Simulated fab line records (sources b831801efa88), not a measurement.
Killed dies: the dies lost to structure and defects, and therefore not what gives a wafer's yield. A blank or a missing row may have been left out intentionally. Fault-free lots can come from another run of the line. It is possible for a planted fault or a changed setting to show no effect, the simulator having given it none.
Matching of chambers -- flow sky130 -- SKY_VIA4_CMP_21 on cmp-01 has 4 sister chambers
The step polishes, stops on SiO2, t overpolish 25 s, target thk 0 nm. 14 wafers are shown with their chamber, then 7 later ones without.

WAFERS WITH THEIR CHAMBER
wafer,chamber,motor current A (A),time to endpoint s (s),overpolish run s (s)
L226.3,2,11.5,124,25.017
L226.5,1,11.7,130,24.998
L226.6,0,10.1,132,25.011
L225.1,2,11.4,121,24.986
L225.2,3,9.9,124,25.015
L225.5,0,10.4,129,24.991
L233.2,2,12.0,121,24.992
L233.4,1,11.2,127,25.003
L233.6,0,10.6,128,24.996
L234.1,2,11.7,121,25.009
L234.3,1,11.9,127,25.003
L234.4,3,9.5,119,25.011
L238.1,1,12.2,123,25.013
L238.2,2,11.7,118,25.004

SIGNATURES, as means of the wafers listed above
reading,chamber 0,chamber 1,chamber 2,chamber 3,scatter within a chamber
motor current A,10.367,11.750,11.660,9.700,0.308
time to endpoint s,129.67,126.75,121.00,121.50,2.53
overpolish run s,24.99933,25.00425,25.00160,25.01300,0.00988
Rule: distance of a wafer from a chamber = root of the sum over the readings of ((wafer's reading minus chamber's mean) / reading's scatter) squared. If the next closest chamber is less than 2 further off than the closest, the wafer can't be placed; otherwise it belongs to the closest. The scatter: the root of (the sum of the squares of (reading less its chamber's mean) over the shown wafers, divided by (wafers less chambers)).

WAFERS WITHOUT THEIR CHAMBER
wafer,motor current A (A),time to endpoint s (s),overpolish run s (s)
L238.4,9.6,115,24.998
L239.1,9.3,121,25.002
L239.3,10.1,130,25.013
L239.6,10.1,124,24.996
L243.4,11.5,124,24.995
L243.5,11.5,131,25.005
L243.6,12.3,130,25.013

EACH ONE'S CHAMBER
wafer,from the rows above,in truth
L238.4,3,3
L239.1,3,3
L239.3,can't be placed: 0 or 3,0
L239.6,can't be placed: 3 or 0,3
L243.4,can't be placed: 2 or 1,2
L243.5,can't be placed: 1 or 0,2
L243.6,can't be placed: 1 or 2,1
Correctly placed: 2 of 7. Not placeable from these rows: 5 (in 4, the candidates include the true chamber). 0 placed wrongly.
